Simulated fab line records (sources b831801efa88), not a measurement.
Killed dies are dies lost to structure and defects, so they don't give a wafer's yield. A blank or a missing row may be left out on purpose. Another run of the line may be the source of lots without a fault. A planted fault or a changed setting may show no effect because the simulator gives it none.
Struck lot and sound lot, side by side | flow sfqLine | 20 out of 325 route steps
Sound: these wafers, L747.4, L747.5, L747.6. Struck: wafers L757.1, L757.4. (L757.5 of the same lot was not struck and is left out.) The cause comes at the end.
Per side, at each step with rows, come the tool, then ch with its chambers, and then its first start. Under that, the readings that differ: sound wafers | struck wafers | difference of the means | sigmas: that difference in standard deviations of wafers without a fault.
alike: same words and numbers on both sides, and readings whose means sit less than 2 such deviations apart. not compared: any withheld reading, any reading some wafer has no value for, any bound like >300 that may hide the same value, and any number with overlapping values for which the record gives no deviation.
Wherever a step has rows on one side only, a row that says differs or no value, or a row with sigmas, the two part there. Non-overlapping numbers with no deviation appear without sigmas and do not part them. A reading that every wafer of one side lacks parts them only if that side has two wafers or more.

first, 3 steps without rows for these wafers: SFQ_TRILAYER_I0_VIA_LITHO_EXPOSE_032 (exposes mask I0, target cd 500 nm); SFQ_TRILAYER_I0_VIA_LITHO_PEB_034 (peb time 60 s); SFQ_TRILAYER_I0_VIA_LITHO_DEVELOP_033 (time 60 s).
SFQ_I0_OVL_MEAS_908:
  sound on overlay-02 at day 15 18:35; struck on overlay-01 at day 20 19:23
  alike: I0_OVL
SFQ_TRILAYER_I0_VIA_BARC_OPEN_VIA_ETCH_046: etches BARC in O2, target depth 125 nm, time 41.7 s.
  sound on rieDiel-04 ch 0,3, day 15 18:36; struck on rieDiel-02 ch 0,1, day 20 19:25
  alike: drypumpMotorCurrentA, oesProductAu
  not compared: rfHoursCounterH
SFQ_TRILAYER_I0_VIA_ETCH_VIA_ETCH_034: etches SiO2 in CHF3, stops on Nb, target depth 260 nm.
  sound on rieDiel-04 ch 0,3, day 15 18:38; struck on rieDiel-02 ch 0,1, day 20 19:28
  alike: drypumpMotorCurrentA, oesProductAu
SFQ_TRILAYER_I0_VIA_STRIP_STRIP_035: strips in O2.
  sound on rieMetal-02 ch 0,1, day 15 18:58; struck on rieMetal-02 ch 0,1, day 20 19:35
  alike: drypumpMotorCurrentA, oesProductAu
  not compared: rfHoursCounterH
then, 2 steps without rows for these wafers: SFQ_TRILAYER_I0_VIA_STRIP_SOLV_CLEAN_036 (cleans in NMP, time 600 s); SFQ_TRILAYER_M1_DEP_PRE_CLEAN_038 (time 22.5 s).
SFQ_TRILAYER_M1_DEP_SPUTTER_037: material Nb, target thk 200 nm, time 133.3 s.
  sound on pvdSputter-03 at day 15 19:37; struck on pvdSputter-03 at day 20 20:23
  alike: throttleValvePct
SFQ_M1_RS_MEAS_909: uses a four-point probe to measure.
  sound on filmMetro-03 at day 15 19:43; struck on filmMetro-04 at day 20 20:28
  alike: M1_NB_RS
SFQ_TRILAYER_M1_LITHO_COAT_044: resist thk 62 nm.
  sound on lithoTrack-01 ch 0, day 15 19:59; struck on lithoTrack-04 ch 0, day 20 20:39
reading                                             | sound             | struck      | difference | sigmas
model.BARC_of_TRILAYER_M1_LITHO_COAT_044.thkNm (nm) | 61.97 62.05 62.03 | 59.24 59.14 | -2.83      | 
then, 5 steps without rows for these wafers: SFQ_TRILAYER_M1_LITHO_COAT_039 (resist thk 600 nm); SFQ_TRILAYER_M1_LITHO_SOFTBAKE_043; SFQ_TRILAYER_M1_LITHO_EXPOSE_040 (exposes mask M1, target cd 500 nm); SFQ_TRILAYER_M1_LITHO_PEB_042 (peb time 60 s); SFQ_TRILAYER_M1_LITHO_DEVELOP_041 (time 60 s).
-- the record jumps here: 7 days lie between the struck wafers' starts before and after --
SFQ_M1_OVL_MEAS_911:
  sound on overlay-02 at day 21 18:19; struck on overlay-01 at day 27 10:26
  alike: M1_OVL
SFQ_TRILAYER_M1_BARC_OPEN_METAL_ETCH_054: etches BARC in O2, target depth 125 nm, time 41.7 s.
  sound on rieMetal-02 ch 0,1, day 21 18:21; struck on rieMetal-03 ch 0, day 27 10:28
reading                 | sound             | struck      | difference | sigmas
oesProductAu (a.u.)     | 0.681 0.688 0.677 | 0.670 0.673 | -0.011     | -2
model.etch.depthNm (nm) | 61.97 62.05 62.03 | 59.24 59.14 | -2.83      | 
  alike: drypumpMotorCurrentA
  not compared: rfHoursCounterH
SFQ_TRILAYER_M1_ETCH_METAL_ETCH_042: etches Nb in Cl2/Ar, stops on SiO2, target depth 240 nm, time 120 s.
  sound on rieMetal-02 ch 0,1, day 21 18:26; struck on rieMetal-03 ch 0, day 27 10:31
  alike: drypumpMotorCurrentA, oesProductAu
  not compared: rfHoursCounterH

== WHERE THEY PART ==
Only at SFQ_TRILAYER_M1_BARC_OPEN_METAL_ETCH_054, as far as this record shows. Later steps at which nothing parts them and some readings are alike: SFQ_TRILAYER_M1_ETCH_METAL_ETCH_042.

WHY: what the simulator had put in
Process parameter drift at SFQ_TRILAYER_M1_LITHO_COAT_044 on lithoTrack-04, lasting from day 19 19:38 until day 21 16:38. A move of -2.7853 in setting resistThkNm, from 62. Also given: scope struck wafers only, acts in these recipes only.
